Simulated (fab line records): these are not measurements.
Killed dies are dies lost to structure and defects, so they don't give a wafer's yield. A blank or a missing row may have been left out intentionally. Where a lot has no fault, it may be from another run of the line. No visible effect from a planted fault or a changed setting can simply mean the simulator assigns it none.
Chamber matching / flow sky130 / SKY_POLY_CUT_ETCH_11 on rie diel-01 has 4 sister chambers
The step etches Si3N4 in CF4/CH2F2/Ar, stops on poly-Si, time 42.5 s, target depth 60 nm. 8 wafers are shown with their chamber, then 9 later ones without.

WAFERS PAIRED WITH THEIR CHAMBERS
wafer=L405.3; chamber=1; drypump motor current A (A)=5.43; throttle valve pct (%)=15.001
wafer=L408.1; chamber=1; drypump motor current A (A)=5.46; throttle valve pct (%)=14.993
wafer=L411.5; chamber=0; drypump motor current A (A)=6.13; throttle valve pct (%)=14.998
wafer=L414.1; chamber=2; drypump motor current A (A)=5.68; throttle valve pct (%)=14.994
wafer=L414.4; chamber=0; drypump motor current A (A)=6.10; throttle valve pct (%)=15.011
wafer=L417.3; chamber=2; drypump motor current A (A)=5.66; throttle valve pct (%)=14.997
wafer=L417.4; chamber=3; drypump motor current A (A)=5.99; throttle valve pct (%)=14.985
wafer=L417.5; chamber=3; drypump motor current A (A)=6.00; throttle valve pct (%)=14.987

WAFERS WITH NO CHAMBER GIVEN
wafer=L424.3; drypump motor current A (A)=6.01; throttle valve pct (%)=15.001
wafer=L424.4; drypump motor current A (A)=5.69; throttle valve pct (%)=14.996
wafer=L424.5; drypump motor current A (A)=5.44; throttle valve pct (%)=15.011
wafer=L425.2; drypump motor current A (A)=5.42; throttle valve pct (%)=15.011
wafer=L425.4; drypump motor current A (A)=6.13; throttle valve pct (%)=14.999
wafer=L425.5; drypump motor current A (A)=6.12; throttle valve pct (%)=14.994
wafer=L426.1; drypump motor current A (A)=6.02; throttle valve pct (%)=14.993
wafer=L426.3; drypump motor current A (A)=5.69; throttle valve pct (%)=14.988
wafer=L426.4; drypump motor current A (A)=5.43; throttle valve pct (%)=14.998

CHAMBER TAKEN BY EACH
wafer=L424.3; from the rows above=3; in truth=3
wafer=L424.4; from the rows above=2; in truth=2
wafer=L424.5; from the rows above=1; in truth=1
wafer=L425.2; from the rows above=1; in truth=1
wafer=L425.4; from the rows above=0; in truth=0
wafer=L425.5; from the rows above=0; in truth=0
wafer=L426.1; from the rows above=3; in truth=3
wafer=L426.3; from the rows above=2; in truth=2
wafer=L426.4; from the rows above=1; in truth=1
Correctly placed: 9 of 9. Number that these rows cannot place: 0. 0 placed wrongly.
How it was worked out, from the rows above alone: a wafer's distance from a chamber is the root of the sum, over the readings, of the square of ((its reading less the chamber's mean) divided by the reading's scatter). The wafer belongs to the nearest chamber; if the next one is less than 2 further off, it can't be placed. Each chamber's mean is taken over the wafers shown for it. The scatter: the root of (the sum of the squares of (reading less its chamber's mean) over the shown wafers, divided by (wafers less chambers)).
